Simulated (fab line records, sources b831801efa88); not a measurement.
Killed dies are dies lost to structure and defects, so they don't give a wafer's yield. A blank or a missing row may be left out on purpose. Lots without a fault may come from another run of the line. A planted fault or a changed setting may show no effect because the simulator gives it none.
A struck lot beside a sound one | flow sky130 | 21 steps out of a route of 708
Sound: wafers L379.1, L379.2, L379.3. Struck: wafers L383.1, L383.3, L383.6. The cause comes at the end.
At each step with rows: each side's tool, then ch and its chambers, then its first start. Under that, the readings that differ: sound wafers | struck wafers | difference of the means | sigmas: that difference in standard deviations of wafers without a fault.
alike: readings whose means differ by less than 2 such deviations, and words and numbers that are the same on both sides. not compared: withheld readings, readings that some wafer has no value for, bounds like >300 that may hide the same value, and numbers for which the record gives no deviation and whose values overlap.
The two part at a step that has a row with sigmas, a row that says differs or no value, or rows on one side only. Numbers that don't overlap but have no deviation are shown without sigmas and don't part them. A reading that every wafer of one side lacks parts them only if that side has two wafers or more.

first, 6 steps without rows for these wafers: SKY_LI_CONTACT_COAT_06 (resist thk 60 nm); SKY_LI_CONTACT_COAT_07 (resist thk 450 nm); SKY_LI_CONTACT_SOFTBAKE_08 (time 90 s); SKY_LI_CONTACT_EXPOSE_09 (exposes mask LICM1, target cd 170 nm); SKY_LI_CONTACT_PEB_10; SKY_LI_CONTACT_DEVELOP_11 (develop time 60 s).
SKY_LI_CONTACT_CD_MEAS_12: target cd 170 nm.
  sound on cd_sem-01, day 32 05:42; struck on cd_sem-01, day 33 18:30
  alike: cd_nm
SKY_LI_CONTACT_OVL_MEAS_13:
  sound on overlay-01, day 32 05:49; struck on overlay-01, day 33 18:37
  alike: LI_CONTACT_OVL
SKY_LI_CONTACT_ETCH_14: etches BARC in N2/H2, stops on SiO2, time 45.9 s, target depth 60 nm.
  sound on rie_diel-03 ch 0,2,3, day 32 05:52; struck on rie_diel-03 ch 1,2, day 33 18:40
  alike: drypump_motor_current_A, oes_product_au, throttle_valve_pct
  not compared: rf_hours_counter_h
SKY_LI_CONTACT_ETCH_15: etches PSG in C4F8/O2/Ar, stops on Si, target depth 600 nm.
  sound on rie_diel-03 ch 0,2,3, day 32 05:54; struck on rie_diel-03 ch 1,2, day 33 18:42
  alike: oes_product_au
SKY_LI_CONTACT_STRIP_16: strips in O2/N2.
  sound on plasma_asher-01 ch 0,1, day 32 05:59; struck on plasma_asher-02 ch 0,1, day 33 18:47
  alike: drypump_motor_current_A, oes_product_au, strip_time_to_endpoint_s
  not compared: rf_hours_counter_h
then, 1 step without rows for these wafers: SKY_LI_CONTACT_CLEAN_17 (cleans in NMP, time 600 s).
SKY_LI_CONTACT_PRE_CLEAN_18: time 5.6 s.
  sound on pvd_sputter-04, day 32 06:17; struck on pvd_sputter-02, day 33 19:05
  no value came back on the struck wafers for bias_v (V), time_s (s); on the sound wafers bias_v (V) reads 358 359 358
  reading                                       | sound         | struck            | difference | sigmas
  model.PSG_of_LI_CONTACT_HDPCVD_00.thk_nm (nm) | 592.8 592 592 | 597.9 597.1 596.8 | +5.0       |
then, 1 step without rows for these wafers: SKY_LI_CONTACT_SPUTTER_19 (material Ti, target thk 20 nm, time 106.37 s).
SKY_LI_CONTACT_SPUTTER_20: material TiN, target thk 20 nm, time 80 s.
  sound on pvd_sputter-04, day 32 06:22; struck on pvd_sputter-02, day 33 19:10
  alike: chamber_pressure_pa, throttle_valve_pct
SKY_LI_CONTACT_CVD_21: deposits W, target thk 400 nm, time 120.56 s.
  sound on cvd_w-02 ch 0,1, day 32 06:26; struck on cvd_w-01 ch 0,1, day 33 19:14
  reading            | sound       | struck        | difference | sigmas
  heater_power_w (W) | 785 768 795 | 947 1071 1052 | +241       | +2
SKY_LI_CONTACT_RS_MEAS_22: measures by four-point-probe.
  sound on film_metro-03, day 32 06:34; struck on film_metro-03, day 33 19:22
  alike: LI_CONTACT_W_RS
SKY_LI_CONTACT_THK_MEAS_23: measures by xrf.
  sound on film_metro-03, day 32 06:41; struck on film_metro-03, day 33 19:29
  alike: LI_CONTACT_W_THK
SKY_LI_CONTACT_CMP_24: polishes, stops on PSG, t overpolish 20 s, target thk 0 nm.
  sound on cmp-02 ch 0,1,3, day 32 06:47; struck on cmp-02 ch 1,3, day 33 19:35
  reading                                       | sound             | struck            | difference | sigmas
  model.PSG_of_LI_CONTACT_HDPCVD_00.thk_nm (nm) | 588.4 587.6 587.6 | 593.5 592.7 592.4 | +5.0       |
  alike: head_pressure_psi, motor_current_A
then, 1 step without rows for these wafers: SKY_LOCAL_INTERCONNECT_SPUTTER_00 (material TiN, target thk 100 nm, time 83.3 s).
-- the record jumps here: 15 days lie between the struck wafers' starts before and after (it left off in module LOCAL_INTERCONNECT and takes up again in module PAD_OPEN, whose first step shown is number 708 of the route) --
SKY_PAD_OPEN_PROBE_99:
  sound on prober-01, day 47 23:49; struck on prober-01, day 49 03:10
  reading                                 | sound                       | struck                        | difference | sigmas
  killed_at_other                         | 0 0 0                       | 1 0 2                         | +1         | +2
  model.etest.nfet_16v.r_on_ohm_um        | 1.419e+04 1.42e+04 1.43e+04 | 1.634e+04 1.607e+04 1.625e+04 | +1.990e+03 |
  model.etest.nfet_g5v0d10v5.r_on_ohm_um  | 1859 1845 1865              | 4087 4066 4147                | +2244      |
  model.etest.licon_ndiff.rc_ohm          | 186.2 187.2 191.1           | 2081 2034 2122                | +1891      |
  model.etest.nfet_01v8.r_on_ohm_um       | 833.2 843.1 831.5           | 2624 2605 2644                | +1788      |
  model.etest.sonos_uncharged.r_on_ohm_um | 824.7 812.5 819.2           | 2482 2448 2528                | +1667      |
  model.etest.licon_pdiff.rc_ohm          | 584.8 613.2 601.2           | 2137 2263 2229                | +1610      |
  model.etest.pfet_01v8.r_on_ohm_um       | 2874 2914 2919              | 4255 4268 4304                | +1373      |
  model.etest.pfet_g5v0d10v5.r_on_ohm_um  | 4685 4658 4660              | 6085 6082 6192                | +1452      |
  alike: killed_at_M0_to_M3, killed_at_M4_up, killed_at_contacts, killed_at_front_end, killed_dies, killed_open, killed_short

WHERE THEY PART
First at SKY_LI_CONTACT_PRE_CLEAN_18; last, within this record, at SKY_PAD_OPEN_PROBE_99.

WHY: what the simulator had put in
Skipped step whole: pvd_sputter-02, from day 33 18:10 on, at SKY_LI_CONTACT_PRE_CLEAN_18. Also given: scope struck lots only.
